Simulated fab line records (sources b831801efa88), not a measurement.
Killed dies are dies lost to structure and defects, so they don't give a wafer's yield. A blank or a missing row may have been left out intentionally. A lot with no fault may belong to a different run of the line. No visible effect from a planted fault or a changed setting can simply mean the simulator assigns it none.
Code-filled problem report in 8D (eight disciplines) form | flow sky130 | the parts of the form that need people (team, actions taken, sign-off) are left out

== 1. THE PROBLEM ==
At SKY_METAL2_METAL_ETCH_19, oesProductAu averages 0.380 a.u. over 6 wafers from 2 lots, while fault-free wafers read 0.854 a.u., standard deviation 0.0057. Relative to the usual mean, that is a shift of -83 standard deviations.
The step: etches the open film in Cl2/BCl3, stops on SiO2, target depth 360 nm, time 78 s.
First observed at day 38 15:43: wafer L642.1, on rieMetal-02. The record has a number at this step for 27 wafers belonging to 9 lots. Rule for "out", or "out of limits": more than 4 standard deviations from the usual mean. All remaining wafers that have a number are taken as sound.

== 2. WHAT IT IS, AND WHAT IT ISN'T ==
question                    | is                     | is not
which readings at this step | oesProductAu           | bcl3FlowSccm, biasW, drypumpMotorCurrentA, throttleValvePct
which lots                  | L642, L643             | L632, L636, L646, L650, L651, L653, L654
which wafers of those lots  | all that have a number | -
read on which tools         | rieMetal-02            | rieMetal-01, rieMetal-04
when                        | from day 38 15:43      | up to then (6 sound wafers); but 15 sound wafers of L646, L650, L651, L653, L654 came after

== 3. THE SUSPECTS, EACH WITH WHAT RULES IT OUT ==
Counting: a tool stays on the suspect list if, at a process step up to the reading, it processed all lots that are out and no sound lot following the first of them.
- cmp-01 at SKY_VIA1_CMP_24 (polishes, stops on SiO2, t overpolish 15 s, target thk 0 nm): ruled out as a lasting fault. After its first lot that is out, L642 (day 37 13:29), sound lots L651 ran on it.
- rieMetal-02 at SKY_METAL2_ETCH_18 (etches BARC in N2/H2, stops on SiO2, time 45.9 s, target depth 60 nm): kept. It processed each lot that is out, first L642 at day 38 15:39, and no sound lot thereafter; up to then, the last sound lot it processed was L636 at day 36 22:02.
- rieMetal-02 at SKY_METAL2_METAL_ETCH_19 (etches the open film in Cl2/BCl3, stops on SiO2, target depth 360 nm, time 78 s): kept. It processed each lot that is out, first L642 at day 38 15:43, and no sound lot thereafter; up to then, the last sound lot it processed was L636 at day 36 22:07. On those wafers its own readings are out: oesProductAu.
After counting, rieMetal-02 at SKY_METAL2_ETCH_18 and rieMetal-02 at SKY_METAL2_METAL_ETCH_19 remain.

== 4. THE CAUSE (what the simulator had put in) ==
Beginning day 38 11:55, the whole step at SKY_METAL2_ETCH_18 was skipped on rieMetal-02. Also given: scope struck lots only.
Counting leaves 2 suspects; this tool is one of them.

== 5. SEQUENCE OF EFFECTS, ordered by route ==
Rows list readings where the struck wafers' mean (over those with a number) sits beyond 3 standard deviations from the usual. Readings are gone through only where the record gives a usual standard deviation; hours: the median, over the lots, of the time from a lot's start at the first step in this table giving one to that lot's start at this step; sigmas: the change measured in usual standard deviations.
hours | step                     | reading              | usual      | on struck wafers | change | sigmas
0     | SKY_METAL2_METAL_ETCH_19 | oesProductAu         | 0.854 a.u. | 0.380            | -0.474 | -83
0     | SKY_METAL2_STRIP_20      | oesProductAu         | 0.342 a.u. | 0.363            | +0.021 | +4.1
0     | SKY_METAL2_STRIP_20      | stripTimeToEndpointS | 2.69 s     | 3.19             | +0.50  | +10
236   | SKY_PAD_OPEN_PROBE_99    | defectLimitedYield   | 82.5 %     | 0.0              | -82.5  | -43
236   | SKY_PAD_OPEN_PROBE_99    | killed_at_M0_to_M3   | 43         | 448              | +405   | +53
236   | SKY_PAD_OPEN_PROBE_99    | killedDies           | 86         | 492              | +406   | +43
236   | SKY_PAD_OPEN_PROBE_99    | killedOnRim          | 17         | 96               | +79    | +20
236   | SKY_PAD_OPEN_PROBE_99    | sort_bin_5_function  | 10.3 %     | 93.3             | +83.0  | +52
236   | SKY_PAD_OPEN_PROBE_99    | sortNPass            | 406        | 0                | -406   | -43
236   | SKY_PAD_OPEN_PROBE_99    | sortYieldPct         | 82.5 %     | 0.0              | -82.5  | -43
Here are the process steps it includes:
- SKY_METAL2_METAL_ETCH_19: etches the open film in Cl2/BCl3, stops on SiO2, target depth 360 nm, time 78 s.
- SKY_METAL2_STRIP_20: strips in O2/N2.
- SKY_PAD_OPEN_PROBE_99
Readings that are blank on the struck wafers while sound wafers have them: biasW at SKY_METAL2_ETCH_18; chamberPressureMTorr at SKY_METAL2_ETCH_18; drypumpMotorCurrentA at SKY_METAL2_ETCH_18; oesProductAu at SKY_METAL2_ETCH_18; throttleValvePct at SKY_METAL2_ETCH_18.

== 6. WHAT WOULD HAVE CAUGHT IT SOONER ==
First out-of-limits reading in this record: day 38 15:43, which is 4 hours after fault onset at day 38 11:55.
At SKY_METAL2_ETCH_18 the tool's readings are blank on the struck wafers, where sound wafers have them: an empty tool record is the first sign, and it was there at once.
Lots out: 2; of these, L643 started SKY_METAL2_ETCH_18 on rieMetal-02 after day 38 15:43. A hold on the tool at that time would have spared it.
